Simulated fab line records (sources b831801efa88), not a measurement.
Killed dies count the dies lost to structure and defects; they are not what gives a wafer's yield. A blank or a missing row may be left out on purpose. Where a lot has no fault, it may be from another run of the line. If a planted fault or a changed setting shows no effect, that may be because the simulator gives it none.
fab line records	flow sky130
record: lots: 11	wafers: 33	lastDay: 50
route steps=708 shown VIA3@586 METAL4@601 CAP2M@603 PAD_OPEN@708
lots that met no fault: from a run of the same line without faults
startH: start of the lot's first displayed wafer, in hours after the record's first day	waitH: hours elapsed since this lot's preceding step	" repeats the value in the row above	L1.1+2: several wafers, shown together as one row	- no value, or no start given	* or withheld: withheld	< > ~ a bound
route shown NAME@n: NAME is a module with steps in the file, n the number in the route of the first one	usual: mean/standard deviation taken from wafers without a fault	same: alike in all rows	chamber/n: place in a boat	sites: readings site by site	_std_site: the standard deviation of these	_edge_site: inner sites' mean taken away from outer sites' mean	radiusMm: for every site, how far away it sits from the centre of the wafer	mask NAME#n: copy n	behind: the most recent tool/chamber to have shaped the wafer	hold: cause of the lot's hold/its duration in hours/its outcome	device: the n, p or np transistor that did not switch	end of line: the same wafers' tests at the end of the route	where a step has no rows: the recipe by itself	killed: not the wafer's yield, but the dies lost to structure and defects at the first sort	map: the dies of a wafer, with x for killed, . for not killed, _ for no die there
set.NAME: setting as actually run; set.NAME@STEP: the setting as run at that earlier step	model.NAME: the simulator's own value behind a step, which no gauge read
the route's steps for a sample of lots (tables are steps, rows are wafers)
services: when a tool's chamber went out of use (startH, in hours from the record's first day, below 0 if earlier), for how many hours, and the reason
== steps ==
step: SKY_VIA3_OVL_MEAS_13
usual: VIA3_OVL: -6/6.6
lot.wafer	tool	chamber	startH	waitH	VIA3_OVL[nm]
L417.2	overlay-02	-	956.25	0.1	1
L417.4	"	-	"	"	-3
L417.5	"	-	"	"	-7
L418.2	overlay-02	-	972.62	0.1	-23
L418.3	"	-	"	"	-22
L418.5	"	-	"	"	-18
L420.2	overlay-02	-	976.59	0.1	-6
L420.4	"	-	"	"	-1
L420.5	"	-	"	"	-2
L419.3	overlay-02	-	980.82	0.1	-10
L419.4	"	-	"	"	-6
L419.5	"	-	"	"	0
L421.3	overlay-01	-	985.20	0.1	-4
L421.4	"	-	"	"	2
L421.6	"	-	"	"	-2
L423.1	overlay-02	-	999.94	0.1	0
L423.4	"	-	"	"	-4
L423.6	"	-	"	"	-2
L426.1	overlay-01	-	1022.66	0.1	-1
L426.2	"	-	"	"	0
L426.4	"	-	"	"	0
L427.1	overlay-02	-	1032.29	0.1	-19
L427.3	"	-	"	"	-13
L427.5	"	-	"	"	-21
L432.1	overlay-01	-	1054.79	0.1	-4
L432.4	"	-	"	"	-8
L432.5	"	-	"	"	-1
L433.3	overlay-01	-	1057.00	0.1	-5
L433.5	"	-	"	"	-8
L433.6	"	-	"	"	3
L435.1	overlay-01	-	1067.29	0.1	-14
L435.3	"	-	"	"	-9
L435.4	"	-	"	"	-9
step: SKY_METAL4_SPUTTER_03
recipe: material: Ti	targetThkNm: 5	powerW: 3097	timeS: 3.3	chamberPressurePa: 0.4
usual: throttleValvePct: 30.1/1.2
same: timeS: 3.3
lot.wafer	tool	chamber	startH	waitH	throttleValvePct
L417.2	pvdSputter-02	-	957.74	0.0	29.5
L417.4	"	-	"	"	29.3
L417.5	"	-	"	"	29.3
L418.2	pvdSputter-03	-	974.09	0.0	29.9
L418.3	"	-	"	"	28.8
L418.5	"	-	"	"	28.4
L420.2	pvdSputter-02	-	978.08	0.0	29.5
L420.4	"	-	"	"	29.1
L420.5	"	-	"	"	32.0
L419.3	pvdSputter-02	-	982.33	0.0	29.5
L419.4	"	-	"	"	32.0
L419.5	"	-	"	"	29.6
L421.3	pvdSputter-04	-	986.71	0.0	31.1
L421.4	"	-	"	"	30.5
L421.6	"	-	"	"	30.5
L423.1	pvdSputter-02	-	1001.43	0.0	29.3
L423.4	"	-	"	"	29.0
L423.6	"	-	"	"	29.2
L426.1	pvdSputter-04	-	1024.33	0.0	30.3
L426.2	"	-	"	"	32.2
L426.4	"	-	"	"	31.4
L427.1	pvdSputter-03	-	1033.77	0.0	28.5
L427.3	"	-	"	"	31.1
L427.5	"	-	"	"	28.4
L432.1	pvdSputter-02	-	1056.27	0.0	28.3
L432.4	"	-	"	"	29.3
L432.5	"	-	"	"	29.3
L433.3	pvdSputter-02	-	1058.47	0.0	29.0
L433.5	"	-	"	"	29.1
L433.6	"	-	"	"	28.6
L435.1	pvdSputter-03	-	1068.85	0.0	29.8
L435.3	"	-	"	"	30.8
L435.4	"	-	"	"	28.7
step: SKY_METAL4_SPUTTER_04
recipe: material: TiN	targetThkNm: 70	powerW: 6500	timeS: 58.3	chamberPressurePa: 0.4
usual: throttleValvePct: 30.1/1.3
same: timeS: 58.3
lot.wafer	tool	chamber	startH	waitH	throttleValvePct
L417.2	pvdSputter-02	-	957.76	0.0	29.6
L417.4	"	-	"	"	29.1
L417.5	"	-	"	"	28.9
L418.2	pvdSputter-03	-	974.11	0.0	30.0
L418.3	"	-	"	"	28.4
L418.5	"	-	"	"	28.5
L420.2	pvdSputter-02	-	978.10	0.0	29.8
L420.4	"	-	"	"	29.1
L420.5	"	-	"	"	32.1
L419.3	pvdSputter-02	-	982.34	0.0	29.1
L419.4	"	-	"	"	32.1
L419.5	"	-	"	"	29.5
L421.3	pvdSputter-04	-	986.72	0.0	31.2
L421.4	"	-	"	"	30.4
L421.6	"	-	"	"	30.1
L423.1	pvdSputter-02	-	1001.45	0.0	29.3
L423.4	"	-	"	"	29.1
L423.6	"	-	"	"	29.0
L426.1	pvdSputter-04	-	1024.34	0.0	30.5
L426.2	"	-	"	"	32.1
L426.4	"	-	"	"	31.2
L427.1	pvdSputter-03	-	1033.79	0.0	28.2
L427.3	"	-	"	"	30.8
L427.5	"	-	"	"	28.4
L432.1	pvdSputter-02	-	1056.29	0.0	28.5
L432.4	"	-	"	"	29.5
L432.5	"	-	"	"	29.2
L433.3	pvdSputter-02	-	1058.49	0.0	29.3
L433.5	"	-	"	"	29.1
L433.6	"	-	"	"	28.4
L435.1	pvdSputter-03	-	1068.86	0.0	30.1
L435.3	"	-	"	"	30.6
L435.4	"	-	"	"	28.5
step: SKY_CAP2M_CVD_00
recipe: material: SiO2	targetThkNm: 15.5	tempC: 400	timeS: withheld	rfW: 450
usual: heaterPowerW: 697/68
lot.wafer	tool	chamber	startH	waitH	heaterPowerW
L417.2	pecvd-03	0	957.81	0.0	540
L417.4	"	2	"	"	681
L417.5	"	0	"	"	540
L418.2	pecvd-01	0	974.16	0.0	758
L418.3	"	1	"	"	685
L418.5	"	0	"	"	780
L420.2	pecvd-03	2	978.15	0.0	667
L420.4	"	2	"	"	653
L420.5	"	0	"	"	648
L419.3	pecvd-01	1	982.39	0.0	688
L419.4	"	2	"	"	786
L419.5	"	0	"	"	771
L421.3	pecvd-01	1	986.77	0.0	690
L421.4	"	1	"	"	702
L421.6	"	2	"	"	786
L423.1	pecvd-03	1	1001.50	0.0	595
L423.4	"	1	"	"	590
L423.6	"	2	"	"	631
L426.1	pecvd-03	0	1024.39	0.0	627
L426.2	"	1	"	"	676
L426.4	"	1	"	"	677
L427.1	pecvd-01	2	1033.84	0.0	739
L427.3	"	0	"	"	780
L427.5	"	2	"	"	745
L432.1	pecvd-04	2	1056.34	0.0	643
L432.4	"	0	"	"	741
L432.5	"	2	"	"	662
L433.3	pecvd-01	1	1058.55	0.0	775
L433.5	"	1	"	"	777
L433.6	"	2	"	"	678
L435.1	pecvd-01	1	1068.91	0.0	734
L435.3	"	1	"	"	717
L435.4	"	2	"	"	748
step: SKY_CAP2M_THK_MEAS_01
recipe: reads: SiO2_of_CAP2M_CVD_00
usual: CAP2M_CVD_00_THK: 15.57/0.24
lot.wafer	tool	chamber	startH	waitH	CAP2M_CVD_00_THK[nm]
L417.2	filmMetro-01	-	957.84	-	14.93
L417.4	"	-	"	"	15.47
L417.5	"	-	"	"	15.24
L418.2	filmMetro-04	-	974.19	-	15.65
L418.3	"	-	"	"	15.82
L418.5	"	-	"	"	15.83
L420.2	filmMetro-01	-	978.18	-	15.53
L420.4	"	-	"	"	15.69
L420.5	"	-	"	"	15.66
L419.3	filmMetro-01	-	982.44	-	15.81
L419.4	"	-	"	"	15.97
L419.5	"	-	"	"	15.47
L421.3	filmMetro-01	-	986.82	-	15.50
L421.4	"	-	"	"	15.99
L421.6	"	-	"	"	15.63
L423.1	filmMetro-03	-	1001.52	-	14.01
L423.4	"	-	"	"	13.90
L423.6	"	-	"	"	15.80
L426.1	filmMetro-01	-	1024.42	-	15.17
L426.2	"	-	"	"	13.67
L426.4	"	-	"	"	13.86
L427.1	filmMetro-01	-	1033.86	-	15.45
L427.3	"	-	"	"	15.16
L427.5	"	-	"	"	15.55
L432.1	filmMetro-01	-	1056.36	-	15.81
L432.4	"	-	"	"	16.08
L432.5	"	-	"	"	15.96
L433.3	filmMetro-03	-	1058.59	-	15.71
L433.5	"	-	"	"	15.76
L433.6	"	-	"	"	15.33
L435.1	filmMetro-04	-	1068.95	-	15.36
L435.3	"	-	"	"	15.81
L435.4	"	-	"	"	15.63
step: SKY_METAL4_ETCH_17
recipe: target: SiO2	stopOn: TiN	chemistry: C4F8/O2/Ar	sourceW: 1500	biasW: 1200	pressureMtorr: 40	c4f8FlowSccm: withheld	O2_flow_sccm: 6	Ar_flow_sccm: 300	timeS: 3.9	targetDepthA: 150
usual: chamberPressureMTorr: 40.00/0.038	oesProductAu: 0.756/0.007
same: timeS: 3.9
lot.wafer	tool	chamber	startH	waitH	chamberPressureMTorr	oesProductAu	rfHoursCounterH
L417.2	rieDiel-04	0	1006.85	0.1	39.98	0.744	17
L417.4	"	3	"	"	40.03	0.753	1
L417.5	"	0	"	"	39.95	0.751	-
L418.2	rieDiel-01	0	1022.05	0.1	40.01	0.762	3
L418.3	"	1	"	"	40.03	0.763	13
L418.5	"	1	"	"	40.00	0.762	-
L420.2	rieDiel-04	2	1025.91	0.1	39.95	0.749	17
L420.4	"	0	"	"	39.98	0.760	17
L420.5	"	0	"	"	40.04	0.764	-
L419.3	rieDiel-03	0	1029.61	0.0	39.96	0.760	2
L419.4	"	2	"	"	39.94	0.759	12
L419.5	"	1	"	"	40.04	0.755	-
L421.3	rieDiel-04	2	1034.80	0.0	40.05	0.757	18
L421.4	"	3	"	"	40.06	0.766	2
L421.6	"	1	"	"	39.96	0.755	-
L423.1	rieDiel-04	0	1048.80	0.1	40.02	0.716	18
L423.4	"	3	"	"	39.97	0.710	2
L423.6	"	0	"	"	40.02	0.756	-
L426.1	rieDiel-01	3	1071.26	0.1	39.97	0.745	13
L426.2	"	0	"	"	39.99	0.708	4
L426.4	"	2	"	"	40.00	0.720	12
L427.1	rieDiel-01	0	1079.26	0.1	39.93	0.756	5
L427.3	"	2	"	"	40.03	0.752	12
L427.5	"	0	"	"	39.94	0.748	-
L432.1	rieDiel-01	3	1099.95	0.1	39.99	0.761	14
L432.4	"	0	"	"	40.03	0.761	-
L432.5	"	3	"	"	40.02	0.768	-
L433.3	rieDiel-03	0	1102.10	0.0	39.97	0.752	5
L433.5	"	1	"	"	40.00	0.761	-
L433.6	"	2	"	"	39.98	0.756	-
L435.1	rieDiel-04	1	1111.30	0.1	39.95	0.750	26
L435.3	"	0	"	"	40.01	0.770	20
L435.4	"	2	"	"	39.95	0.749	20
step: SKY_PAD_OPEN_PROBE_99
usual: defectLimitedYield: 82.5/2	killed_at_M0_to_M3: 43/7.6	killed_at_M4_up: 2.8/1.9	killedAtContacts: 24/4.7	killedAtFrontEnd: 16/4.4	killedAtOther: 0.2/0.4	killedDies: 86/9.9	killedOpen: 47/8.2	killedShort: 39/6.3	sort_bin_3_pad_short: 0.8/0.42	sort_bin_5_function: 10.4/1.5	sort_bin_6_memory: 6.2/1.2	sortNPass: 406/9.9	sortYieldPct: 82.5/2
same: grossDies: 492	killedAtBackSide: 0	sort_bin_4_leakage[%]: 0	sort_bin_8_speed[%]: 0
lot.wafer	tool	chamber	startH	waitH	defectLimitedYield[%]	killed_at_M0_to_M3	killed_at_M4_up	killedAtContacts	killedAtFrontEnd	killedAtOther	killedDies	killedOpen	killedShort	sort_bin_3_pad_short[%]	sort_bin_5_function[%]	sort_bin_6_memory[%]	sortNPass	sortYieldPct[%]
L418.2	prober-02	-	1116.26	0.1	82.7	43	1	27	14	0	85	58	27	1.0	9.6	6.7	407	82.7
L418.3	prober-02	-	1116.31	0.2	81.7	56	3	20	11	0	90	57	33	0.8	10.0	7.5	402	81.7
L418.5	prober-02	-	1116.41	0.2	82.9	41	5	23	15	0	84	42	42	0.6	10.2	6.3	408	82.9
L420.2	prober-01	-	1118.40	0.1	76.8	53	4	27	30	0	114	68	46	0.8	12.6	9.8	378	76.8
L420.4	prober-01	-	1118.50	0.2	81.7	39	7	22	21	1	90	46	44	1.2	11.4	5.7	402	81.7
L420.5	prober-01	-	1118.55	0.2	80.3	42	1	22	32	0	97	56	41	0	12.6	7.1	395	80.3
L421.3	prober-01	-	1125.33	0.2	80.5	50	4	25	17	0	96	61	35	0.8	10.6	8.1	396	80.5
L421.4	prober-01	-	1125.38	0.2	85.4	38	1	20	12	1	72	42	30	1.0	6.3	7.3	420	85.4
L421.6	prober-01	-	1125.48	0.2	79.9	46	3	30	20	0	99	58	41	1.6	10.8	7.7	393	79.9
L423.1	prober-01	-	1137.18	0.1	80.1	46	4	35	13	0	98	58	40	0.6	12.6	6.7	394	80.1
L423.4	prober-01	-	1137.33	0.2	83.9	38	4	20	16	1	79	29	50	1.0	9.6	5.5	413	83.9
L423.6	prober-01	-	1137.43	0.2	83.3	35	5	21	20	1	82	47	35	0.6	10.6	5.5	410	83.3
L427.1	prober-01	-	1162.88	0.1	83.1	35	3	27	18	0	83	44	39	0.4	10.8	5.7	409	83.1
L427.3	prober-01	-	1162.98	0.2	81.7	46	2	21	21	0	90	46	44	1.2	11.8	5.3	402	81.7
L427.5	prober-01	-	1163.08	0.2	81.3	53	4	17	18	0	92	46	46	0.2	11.8	6.7	400	81.3
L433.3	prober-01	-	1181.76	0.2	84.3	41	1	17	18	0	77	44	33	0.4	8.7	6.5	415	84.3
L433.5	prober-01	-	1181.86	0.2	83.9	38	3	22	16	0	79	33	46	0.8	10.0	5.3	413	83.9
L433.6	prober-01	-	1181.91	0.2	86.4	27	3	20	17	0	67	46	21	0.2	8.1	5.3	425	86.4
killed by level:class
L418.2 CONTACT:geometricParticle:open=12 VIA1:geometricParticle:open=12 LI_CONTACT:geometricParticle:open=9 FIELD_ISO:geometricParticle:short=7 VIA2:geometricParticle:open=7 VIA3:geometricParticle:open=6 METAL1:geometricParticle:short=4 VIA1:geometricParticle:short=4
L418.3 VIA1:geometricParticle:open=13 VIA2:geometricParticle:open=9 CONTACT:geometricParticle:open=8 VIA3:geometricParticle:open=7 LI_CONTACT:geometricParticle:open=5 METAL2:geometricParticle:short=5 FIELD_ISO:geometricParticle:open=4 FIELD_ISO:geometricParticle:short=4
L418.5 CONTACT:geometricParticle:open=8 VIA1:geometricParticle:open=7 LI_CONTACT:geometricParticle:open=7 METAL1:geometricParticle:short=7 VIA1:geometricParticle:short=7 METAL2:geometricParticle:short=6 VIA2:geometricParticle:open=6 VIA3:geometricParticle:open=5
L420.2 CONTACT:geometricParticle:open=16 VIA1:geometricParticle:open=11 POLY_GATE:geometricParticle:open=9 METAL2:geometricParticle:short=9 POLY_GATE:geometricParticle:short=8 VIA3:geometricParticle:open=7 FIELD_ISO:geometricParticle:short=6 VIA1:geometricParticle:short=6
L420.4 VIA1:geometricParticle:open=9 POLY_GATE:geometricParticle:short=7 CONTACT:geometricParticle:open=6 VIA3:geometricParticle:open=6 LOCAL_INTERCONNECT:geometricParticle:short=5 VIA1:geometricParticle:short=5 VIA2:geometricParticle:open=5 POLY_GATE:geometricParticle:open=4
L420.5 POLY_GATE:geometricParticle:open=11 POLY_GATE:geometricParticle:short=8 CONTACT:geometricParticle:open=8 METAL1:geometricParticle:short=8 LI_CONTACT:geometricParticle:open=7 VIA2:geometricParticle:open=7 FIELD_ISO:geometricParticle:open=6 VIA1:geometricParticle:open=6
L421.3 VIA1:geometricParticle:open=16 CONTACT:geometricParticle:open=9 VIA3:geometricParticle:open=8 LI_CONTACT:geometricParticle:open=7 VIA2:geometricParticle:open=7 METAL2:geometricParticle:short=6 FIELD_ISO:geometricParticle:open=5 LOCAL_INTERCONNECT:geometricParticle:short=4
L421.4 VIA3:geometricParticle:open=9 LI_CONTACT:geometricParticle:open=6 CONTACT:geometricParticle:open=6 VIA2:geometricParticle:open=6 FIELD_ISO:geometricParticle:short=5 VIA1:geometricParticle:open=5 CONTACT:geometricParticle:short=4 METAL1:geometricParticle:short=4
L421.6 CONTACT:geometricParticle:open=15 VIA3:geometricParticle:open=11 VIA1:geometricParticle:open=9 POLY_GATE:geometricParticle:open=7 METAL2:geometricParticle:short=7 VIA2:geometricParticle:open=7 VIA3:geometricParticle:short=6 LI_CONTACT:geometricParticle:short=5
L423.1 VIA1:geometricParticle:open=17 LI_CONTACT:geometricParticle:open=10 CONTACT:geometricParticle:open=10 CONTACT:geometricParticle:short=6 VIA2:geometricParticle:open=6 VIA3:geometricParticle:open=6 METAL2:geometricParticle:short=5 LI_CONTACT:geometricParticle:short=4
L423.4 METAL1:geometricParticle:short=12 LI_CONTACT:geometricParticle:open=6 CONTACT:geometricParticle:short=6 VIA1:geometricParticle:open=5 METAL2:geometricParticle:short=5 FIELD_ISO:geometricParticle:open=4 FIELD_ISO:geometricParticle:short=4 VIA3:geometricParticle:open=4
L423.6 CONTACT:geometricParticle:open=9 METAL1:geometricParticle:short=9 VIA1:geometricParticle:open=8 POLY_GATE:geometricParticle:open=7 VIA3:geometricParticle:open=6 FIELD_ISO:geometricParticle:short=5 LOCAL_INTERCONNECT:geometricParticle:short=5 FIELD_ISO:geometricParticle:open=4
L427.1 CONTACT:geometricParticle:open=9 LI_CONTACT:geometricParticle:open=7 METAL2:geometricParticle:short=7 FIELD_ISO:geometricParticle:short=6 VIA2:geometricParticle:open=6 LOCAL_INTERCONNECT:geometricParticle:open=5 METAL1:geometricParticle:short=5 FIELD_ISO:geometricParticle:open=3
L427.3 VIA1:geometricParticle:open=11 CONTACT:geometricParticle:open=8 VIA2:geometricParticle:open=6 VIA3:geometricParticle:open=6 FIELD_ISO:geometricParticle:open=5 POLY_GATE:geometricParticle:short=5 METAL1:geometricParticle:short=5 CONTACT:geometricParticle:short=5
L427.5 VIA1:geometricParticle:open=12 METAL2:geometricParticle:short=10 FIELD_ISO:geometricParticle:open=7 VIA2:geometricParticle:open=7 METAL1:geometricParticle:short=7 VIA3:geometricParticle:open=6 LI_CONTACT:geometricParticle:open=5 CONTACT:geometricParticle:open=5
L433.3 VIA3:geometricParticle:open=9 VIA1:geometricParticle:short=8 VIA1:geometricParticle:open=8 CONTACT:geometricParticle:open=7 FIELD_ISO:geometricParticle:short=5 FIELD_ISO:geometricParticle:open=5 POLY_GATE:geometricParticle:short=5 LOCAL_INTERCONNECT:geometricParticle:open=5
L433.5 CONTACT:geometricParticle:open=9 METAL2:geometricParticle:short=8 VIA1:geometricParticle:open=7 VIA3:geometricParticle:open=6 POLY_GATE:geometricParticle:short=6 VIA2:geometricParticle:short=6 FIELD_ISO:geometricParticle:short=4 LOCAL_INTERCONNECT:geometricParticle:short=4
L433.6 CONTACT:geometricParticle:open=8 FIELD_ISO:geometricParticle:open=7 VIA1:geometricParticle:open=7 LI_CONTACT:geometricParticle:open=5 POLY_GATE:geometricParticle:open=5 METAL1:geometricParticle:short=5 VIA3:geometricParticle:open=4 METAL4:geometricParticle:open=3
== services ==
tool	chamber	startH	hours	kind
rieDiel-04	-	945.37	2.0	repair
rieDiel-04	3	953.56	3.6	repair
rieDiel-04	3	957.19	-	clean
rieDiel-04	3	957.19	21.8	scheduledDown
rieDiel-04	3	957.19	21.8	ventCycle
rieDiel-04	1	965.21	6.9	repair
pecvd-04	-	988.85	1.5	repair
rieDiel-01	-	996.84	0.4	repair
rieDiel-03	0	1001.50	4.9	repair
pecvd-04	0	1021.44	6.4	repair
pecvd-04	-	1031.18	0.7	repair
pecvd-01	-	1034.63	0.3	repair
pvdSputter-02	1	1035.34	-	consumableReplace:kit
pvdSputter-02	1	1035.34	18.0	scheduledDown
pvdSputter-02	1	1035.34	18.0	ventCycle
pvdSputter-03	-	1043.48	3.4	repair
pvdSputter-04	-	1045.50	29.4	repair
pecvd-01	0	1056.63	16.5	scheduledDown
pecvd-03	-	1063.64	2.8	pm
pecvd-03	-	1066.92	0.4	repair
pecvd-01	-	1086.01	0.8	repair
rieDiel-01	2	1099.52	9.9	repair
rieDiel-03	2	1104.24	13.3	repair
pecvd-01	1	1110.97	5.5	scheduledDown
== key ==
firstSign: step: SKY_CAP2M_THK_MEAS_01	reading: CAP2M_CVD_00_THK	direction: down	sigmas: 7	usual: 15.57	struck: 13.86
effect: step: SKY_METAL4_ETCH_17	reading: oesProductAu	direction: down	sigmas: 6.2	usual: 0.756	struck: 0.713
metAt SKY_CAP2M_CVD_00
struckLots L423,L426
struckWafers L423.1,L423.4,L426.2,L426.4
notActingAt SKY_VIA3_OVL_MEAS_13,SKY_METAL4_SPUTTER_03,SKY_METAL4_SPUTTER_04
fault: kind: processParameterDrift	tool: pecvd-03	chamber: 1	onsetH: 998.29	steps: SKY_CAP2M_CVD_00	channel: targetThkNm	offset: -1.9741	shape: step	endH: 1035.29	actsIn: theseRecipesOnly	stated: 15.5
